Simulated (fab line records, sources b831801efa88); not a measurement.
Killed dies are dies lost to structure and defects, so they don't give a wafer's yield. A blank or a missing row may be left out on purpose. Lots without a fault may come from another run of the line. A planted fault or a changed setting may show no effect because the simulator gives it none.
Which tool did it? | flow sky130 | 24 lots, 72 wafers sampled, at 5 steps of a route of 708

WHAT THE GAUGES READ, wafer by wafer
SKY_SD_N_TW_MEAS_12.
lot  | measured     | on            | SD_N_TW
L076 | day 29 06:42 | film_metro-04 | 3915 3907 3898
L075 | day 29 08:53 | film_metro-04 | 3911 3910 3916
L074 | day 29 09:25 | film_metro-04 | 3915 3923 3908
L078 | day 29 12:17 | film_metro-03 | 3963 3960 3958
L079 | day 29 13:23 | film_metro-01 | 3974 3975 3969
L077 | day 29 13:57 | film_metro-04 | 3898 3906 3890
L080 | day 30 02:20 | film_metro-01 | 4008 4010 3999
L081 | day 30 03:20 | film_metro-04 | 3894 3899 3891
L083 | day 30 21:44 | film_metro-04 | 3894 3884 3885
L082 | day 31 00:32 | film_metro-01 | 3977 3992 3998
L085 | day 32 03:44 | film_metro-04 | 3909 3931 3930
L084 | day 32 06:14 | film_metro-03 | 3976 3978 3988
L087 | day 32 11:58 | film_metro-04 | 3926 3949 3930
L086 | day 32 14:17 | film_metro-04 | 3950 3947 3939
L089 | day 33 02:26 | film_metro-01 | 4008 4001 3991
L090 | day 33 02:28 | film_metro-04 | 3946 3929 3954
L088 | day 33 05:59 | film_metro-01 | 4001 4000 4007
L092 | day 33 11:20 | film_metro-03 | 3985 3962 3954
L091 | day 33 14:45 | film_metro-04 | 3913 3900 3928
L093 | day 33 21:02 | film_metro-01 | 4003 4018 4021
L095 | day 35 00:37 | film_metro-04 | 3922 3920 3912
L096 | day 35 02:25 | film_metro-01 | 3985 3989 4003
L094 | day 35 02:35 | film_metro-01 | 4002 4006 3976
L097 | day 35 05:08 | film_metro-03 | 3988 3999 3999

SKY_LI_CONTACT_CD_MEAS_12: target cd 170 nm.
lot  | measured     | on        | cd_nm (nm)
L076 | day 30 11:23 | cd_sem-01 | 169.5 170.6 170.4
L075 | day 30 13:22 | cd_sem-01 | 167.5 169.5 167.4
L074 | day 30 14:10 | cd_sem-01 | 170.6 169.8 170.5
L078 | day 30 16:50 | cd_sem-02 | 168.6 168.6 168.8
L079 | day 30 17:50 | cd_sem-02 | 167.7 167.8 165.9
L077 | day 30 18:47 | cd_sem-02 | 169.1 168.4 169.1
L080 | day 31 06:32 | cd_sem-02 | 173.8 171.6 171.2
L081 | day 31 07:49 | cd_sem-01 | 169.2 169.6 168.2
L083 | day 32 02:40 | cd_sem-01 | 172.5 172.7 171.6
L082 | day 32 05:25 | cd_sem-01 | 170.2 169.2 170.4
L085 | day 33 08:01 | cd_sem-02 | 170.2 169.8 168.3
L084 | day 33 10:25 | cd_sem-01 | 167.9 169.3 168.7
L087 | day 33 15:48 | cd_sem-01 | 168.6 169.5 170.2
L086 | day 33 17:01 | cd_sem-01 | 168.4 168.1 167.1
L089 | day 34 06:01 | cd_sem-02 | 172.1 172.5 172.4
L090 | day 34 06:04 | cd_sem-01 | 170.1 170.2 170.7
L088 | day 34 09:04 | cd_sem-02 | 173.3 173.2 173.6
L092 | day 34 14:07 | cd_sem-02 | 172.2 172.2 170.1
L091 | day 34 18:08 | cd_sem-02 | 171.0 172.0 169.7
L093 | day 35 15:04 | cd_sem-02 | 170.5 169.4 169.7
L095 | day 36 00:25 | cd_sem-01 | 167.5 169.1 168.0
L096 | day 36 00:46 | cd_sem-01 | 168.6 167.0 168.7
L094 | day 36 01:02 | cd_sem-01 | 170.9 171.9 171.3
L097 | day 36 02:56 | cd_sem-01 | 169.8 170.4 171.4

SKY_VIA2_BOW_MEAS_03.
lot  | measured     | on            | VIA2_BOW (um)
L076 | day 37 01:16 | film_metro-01 | 79 81 93
L075 | day 37 02:02 | film_metro-02 | 78 79 82
L074 | day 37 02:11 | film_metro-02 | 86 88 93
L078 | day 37 02:25 | film_metro-03 | 78 89 94
L079 | day 37 02:34 | film_metro-01 | 72 79 76
L077 | day 37 02:52 | film_metro-01 | 97 88 85
L080 | day 37 03:01 | film_metro-03 | 81 76 89
L081 | day 37 03:09 | film_metro-01 | 76 87 92
L083 | day 38 01:50 | film_metro-01 | 79 93 80
L082 | day 38 03:11 | film_metro-01 | 86 82 88
L085 | day 39 05:40 | film_metro-02 | 91 92 97
L084 | day 39 05:48 | film_metro-02 | 76 92 91
L087 | day 39 06:18 | film_metro-02 | 77 80 102
L086 | day 39 10:24 | film_metro-01 | 86 85 92
L089 | day 40 06:22 | film_metro-02 | 86 93 78
L090 | day 40 06:40 | film_metro-02 | 85 80 79
L088 | day 40 08:10 | film_metro-01 | 83 81 88
L092 | day 40 09:58 | film_metro-02 | 98 80 86
L091 | day 40 10:53 | film_metro-02 | 79 77 73
L093 | day 41 06:05 | film_metro-01 | 92 94 88
L095 | day 41 14:32 | film_metro-01 | 77 83 88
L096 | day 41 15:34 | film_metro-02 | 98 88 100
L094 | day 41 16:16 | film_metro-03 | 85 84 78
L097 | day 41 17:24 | film_metro-02 | 90 96 92

WHICH TOOL RAN EACH LOT (tool, then ch and the chambers of the sampled wafers, then the start)
lot  | SKY_POLY_CUT_STRIP_12                | SKY_LOCAL_INTERCONNECT_STRIP_15
L076 | plasma_asher-01 ch 0,1, day 25 16:42 | plasma_asher-03 ch 0,1, day 31 17:05
L075 | plasma_asher-04 ch 0,1, day 25 18:57 | plasma_asher-02 ch 0,1, day 31 18:18
L074 | plasma_asher-03 ch 0,1, day 25 19:21 | plasma_asher-01 ch 0,1, day 31 19:00
L078 | plasma_asher-03 ch 0, day 25 22:57   | plasma_asher-02 ch 0,1, day 31 21:08
L079 | plasma_asher-04 ch 0, day 26 00:06   | plasma_asher-03 ch 0,1, day 31 22:33
L077 | plasma_asher-04 ch 0,1, day 26 02:22 | plasma_asher-01 ch 0,1, day 31 22:59
L080 | plasma_asher-01 ch 1, day 26 14:00   | plasma_asher-02 ch 0,1, day 32 11:32
L081 | plasma_asher-04 ch 0,1, day 26 14:13 | plasma_asher-03 ch 0,1, day 32 13:05
L083 | plasma_asher-01 ch 0,1, day 27 09:06 | plasma_asher-01 ch 0,1, day 33 06:47
L082 | plasma_asher-01 ch 0,1, day 27 11:54 | plasma_asher-02 ch 0, day 33 10:36
L085 | plasma_asher-03 ch 0,1, day 28 16:24 | plasma_asher-01 ch 0,1, day 34 12:47
L084 | plasma_asher-04 ch 0,1, day 28 19:52 | plasma_asher-02 ch 0,1, day 34 13:56
L087 | plasma_asher-03 ch 0,1, day 29 01:17 | plasma_asher-03 ch 0,1, day 34 19:17
L086 | plasma_asher-04 ch 0,1, day 29 03:55 | plasma_asher-01 ch 0,1, day 34 20:32
L089 | plasma_asher-01 ch 0,1, day 29 16:19 | plasma_asher-01 ch 0,1, day 35 16:57
L090 | plasma_asher-03 ch 0,1, day 29 16:46 | plasma_asher-02 ch 0,1, day 35 17:05
L088 | plasma_asher-03 ch 0,1, day 29 19:46 | plasma_asher-03 ch 0,1, day 35 17:56
L092 | plasma_asher-03 ch 0,1, day 30 02:34 | plasma_asher-02 ch 0,1, day 35 19:38
L091 | plasma_asher-01 ch 0,1, day 30 05:20 | plasma_asher-03 ch 0,1, day 35 20:09
L093 | plasma_asher-03 ch 0,1, day 30 10:21 | plasma_asher-03 ch 0,1, day 36 18:57
L095 | plasma_asher-01 ch 0,1, day 31 16:23 | plasma_asher-03 ch 0,1, day 37 03:44
L096 | plasma_asher-01 ch 0,1, day 31 17:20 | plasma_asher-01 ch 0,1, day 37 04:19
L094 | plasma_asher-03 ch 0,1, day 31 17:25 | plasma_asher-01 ch 1, day 37 04:36
L097 | plasma_asher-01 ch 0,1, day 31 21:49 | plasma_asher-01 ch 0,1, day 37 06:41
- SKY_POLY_CUT_STRIP_12: strips in O2/N2.
- SKY_LOCAL_INTERCONNECT_STRIP_15: strips in O2/N2.

WHAT THE TOOLS THEMSELVES READ (means of the sampled wafers that have a number; where no wafer has one, the mark that the record gives instead)
SKY_POLY_CUT_STRIP_12.
lot  | tool            | chamber_pressure_mTorr (mTorr) | drypump_motor_current_A (A) | oes_product_au (a.u.) | strip_time_to_endpoint_s (s)
L076 | plasma_asher-01 | 1501.5                         | 5.76                        | 0.459                 | 5.354
L075 | plasma_asher-04 | 1498.9                         | 5.72                        | 0.458                 | 5.354
L074 | plasma_asher-03 | 1499.9                         | 5.53                        | 0.454                 | 5.348
L078 | plasma_asher-03 | 1499.8                         | 6.01                        | 0.455                 | 5.345
L079 | plasma_asher-04 | 1498.8                         | 5.58                        | 0.450                 | 5.333
L077 | plasma_asher-04 | 1500.1                         | 5.87                        | 0.453                 | 5.346
L080 | plasma_asher-01 | 1499.7                         | 5.67                        | 0.457                 | 5.337
L081 | plasma_asher-04 | 1500.6                         | 5.73                        | 0.457                 | 5.346
L083 | plasma_asher-01 | 1500.9                         | 5.80                        | 0.454                 | 5.339
L082 | plasma_asher-01 | 1499.1                         | 5.73                        | 0.448                 | 5.325
L085 | plasma_asher-03 | 1498.8                         | 5.51                        | 0.453                 | 5.326
L084 | plasma_asher-04 | 1500.3                         | 5.71                        | 0.449                 | 5.343
L087 | plasma_asher-03 | 1500.6                         | 5.53                        | 0.450                 | 5.354
L086 | plasma_asher-04 | 1498.7                         | 5.86                        | 0.452                 | 5.330
L089 | plasma_asher-01 | 1500.0                         | 5.79                        | 0.452                 | 5.340
L090 | plasma_asher-03 | 1499.7                         | 5.51                        | 0.452                 | 5.356
L088 | plasma_asher-03 | 1500.2                         | 5.79                        | 0.452                 | 5.357
L092 | plasma_asher-03 | 1500.4                         | 5.51                        | 0.458                 | 5.394
L091 | plasma_asher-01 | 1501.0                         | 5.73                        | 0.451                 | 5.354
L093 | plasma_asher-03 | 1499.4                         | 5.75                        | 0.451                 | 5.357
L095 | plasma_asher-01 | 1500.3                         | 5.77                        | 0.455                 | 5.335
L096 | plasma_asher-01 | 1500.3                         | 5.77                        | 0.454                 | 5.352
L094 | plasma_asher-03 | 1500.4                         | 5.77                        | 0.448                 | 5.336
L097 | plasma_asher-01 | 1500.6                         | 5.79                        | 0.453                 | 5.368

SKY_LOCAL_INTERCONNECT_STRIP_15.
lot  | tool            | chamber_pressure_mTorr (mTorr) | drypump_motor_current_A (A) | oes_product_au (a.u.) | strip_time_to_endpoint_s (s)
L076 | plasma_asher-03 | 1500.1                         | 5.8                         | 0.424                 | 4.691
L075 | plasma_asher-02 | 1500.1                         | 5.9                         | 0.428                 | 4.742
L074 | plasma_asher-01 | 1499.4                         | 5.8                         | 0.423                 | 4.713
L078 | plasma_asher-02 | 1500.3                         | 5.9                         | 0.425                 | 4.733
L079 | plasma_asher-03 | 1498.8                         | 5.6                         | 0.425                 | 4.695
L077 | plasma_asher-01 | 1500.3                         | 5.8                         | 0.427                 | 4.736
L080 | plasma_asher-02 | 1498.7                         | 5.9                         | 0.431                 | 4.726
L081 | plasma_asher-03 | 1500.3                         | 5.5                         | 0.428                 | 4.721
L083 | plasma_asher-01 | 1500.3                         | 5.7                         | 0.427                 | 4.737
L082 | plasma_asher-02 | 1501.0                         | 5.3                         | 0.425                 | 4.737
L085 | plasma_asher-01 | 1500.6                         | 5.7                         | 0.424                 | 4.715
L084 | plasma_asher-02 | 1500.1                         | 5.9                         | 0.426                 | 4.705
L087 | plasma_asher-03 | 1500.3                         | 5.8                         | 0.426                 | 4.686
L086 | plasma_asher-01 | 1500.3                         | 5.8                         | 0.425                 | 4.714
L089 | plasma_asher-01 | 1500.7                         | 5.8                         | 0.427                 | 4.742
L090 | plasma_asher-02 | 1499.5                         | 5.9                         | 0.428                 | 4.715
L088 | plasma_asher-03 | 1500.0                         | 5.5                         | 0.421                 | 4.713
L092 | plasma_asher-02 | 1499.6                         | 5.6                         | 0.423                 | 4.694
L091 | plasma_asher-03 | 1501.1                         | 5.8                         | 0.427                 | 4.719
L093 | plasma_asher-03 | 1500.2                         | 5.5                         | 0.428                 | 4.734
L095 | plasma_asher-03 | 1499.7                         | 5.8                         | 0.427                 | 4.698
L096 | plasma_asher-01 | 1499.6                         | 5.8                         | 0.424                 | 4.731
L094 | plasma_asher-01 | 1499.7                         | 5.7                         | 0.432                 | 4.734
L097 | plasma_asher-01 | 1500.4                         | 5.7                         | 0.427                 | 4.716

THE ANSWER, worked out from the rows above alone
Rule: what is usual is taken from the lots themselves. Put in order of their means at a reading, lots are off if they are a third of the lots or fewer, leave a main group of 4 or more, and stand apart from it by a gap of 3 or more times the standard deviation of the main group's means; of several such gaps the widest counts. A main group whose means are all the same, to the digits that the tables above print for the reading, isn't used. A lot without any number at a reading at which 4 lots or more have one is off too. The other lots that the step has rows for count as sound. The gauges are gone through in route order, then the tools' own readings, and for those a lot's mean is taken as printed above. The first step at which some lot is off is used, and at that step the reading that is off furthest; a lot without a number counts as furthest.
No lot is off at any reading shown: from this, nothing can be told.

WHAT THE SIMULATOR HAD PUT IN
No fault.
